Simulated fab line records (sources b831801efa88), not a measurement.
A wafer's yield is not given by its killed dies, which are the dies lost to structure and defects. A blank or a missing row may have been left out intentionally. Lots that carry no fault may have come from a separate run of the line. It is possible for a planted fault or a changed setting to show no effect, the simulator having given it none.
Split-lot trial    flow gf180mcu    route with 602 steps; 5 lots, 23 wafers read

ON THE SPLIT
At GF_MIM_SPUTTER_04 (material TiN, target thk 50 nm, time 41.7 s), the setting time-s was moved away from the recipe's 41.7 s on 10 of the 23 wafers read, by -10.9% to +12.4%. The other wafers ran this setting at the recipe's value.

The split's own step is where the reading is taken.

THE READING
TiN_of_MIM_SPUTTER_04.thk-nm (the simulator's own value, which no gauge read), in nm, at GF_MIM_SPUTTER_04 (material TiN, target thk 50 nm, time 41.7 s). The file does not state a usual value for it. Across the 13 wafers here that went through the recipe, the average is 49.87 nm and the standard deviation 0.49 nm.

wafer   tool, chamber at the split  time-s as run, s  against the recipe  TiN_of_MIM_SPUTTER_04.thk-nm, nm  against lot-mates on the recipe
L074.1  pvd-sputter-03, -           41.7              recipe              50.13                             -
L074.4  pvd-sputter-03, -           41.7              recipe              50.78                             -
L074.6  pvd-sputter-03, -           41.7              recipe              50.08                             -
L078.1  pvd-sputter-02, -           41.7              recipe              50.17                             -
L078.2  pvd-sputter-02, -           41.7              recipe              50.24                             -
L078.3  pvd-sputter-02, -           39.8              -4.6%               47.44                             -2.77
L078.4  pvd-sputter-02, -           39.8              -4.6%               48.68                             -1.52
L078.6  pvd-sputter-02, -           39.8              -4.6%               47.56                             -2.64
L079.1  pvd-sputter-02, -           41.7              recipe              49.21                             -
L079.2  pvd-sputter-02, -           44.22             +6.0%               52.86                             +3.52
L079.3  pvd-sputter-02, -           44.22             +6.0%               51.97                             +2.63
L079.5  pvd-sputter-02, -           41.7              recipe              49.02                             -
L079.6  pvd-sputter-02, -           41.7              recipe              49.8                              -
L082.1  pvd-sputter-01, -           46.88             +12.4%              56.7                              +7.10
L082.5  pvd-sputter-01, -           46.88             +12.4%              56.7                              +7.10
L082.3  pvd-sputter-01, -           41.7              recipe              49.66                             -
L082.4  pvd-sputter-01, -           46.88             +12.4%              56.75                             +7.15
L082.6  pvd-sputter-01, -           41.7              recipe              49.55                             -
L085.1  pvd-sputter-02, -           41.7              recipe              49.58                             -
L085.2  pvd-sputter-02, -           37.15             -10.9%              45.07                             -4.83
L085.4  pvd-sputter-02, -           41.7              recipe              50.57                             -
L085.5  pvd-sputter-02, -           37.15             -10.9%              44.4                              -5.50
L085.6  pvd-sputter-02, -           41.7              recipe              49.54                             -

FIT RESULTS
A straight line over all 23 wafers: TiN_of_MIM_SPUTTER_04.thk-nm changes by +0.506 nm for each +1% of time-s; r = +0.98; the points scatter about the line by 0.56 nm.
The same after taking each lot's own level away (the mean of its wafers on the recipe; 23 wafers): +0.532 nm for each +1%; r = +0.99; scatter 0.45 nm.
The reading moves by 6.6 nm for the largest change in time-s, on that fit.
The lots' own levels span 49.343 to 50.330 nm, that is 2.0 times the standard deviation above.
So the lot-to-lot level changes the slope little: the two slopes agree.
Check: with one of the wafers moved furthest among these (+12.4%) left out of the fit, the line predicts +6.63 nm for it against its lot-mates. It came out at +7.1 nm against them.

THE FILE'S OWN FIT
TiN_of_MIM_SPUTTER_04.thk-nm changes by +0.525 nm for each +1% of time-s, r = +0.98.
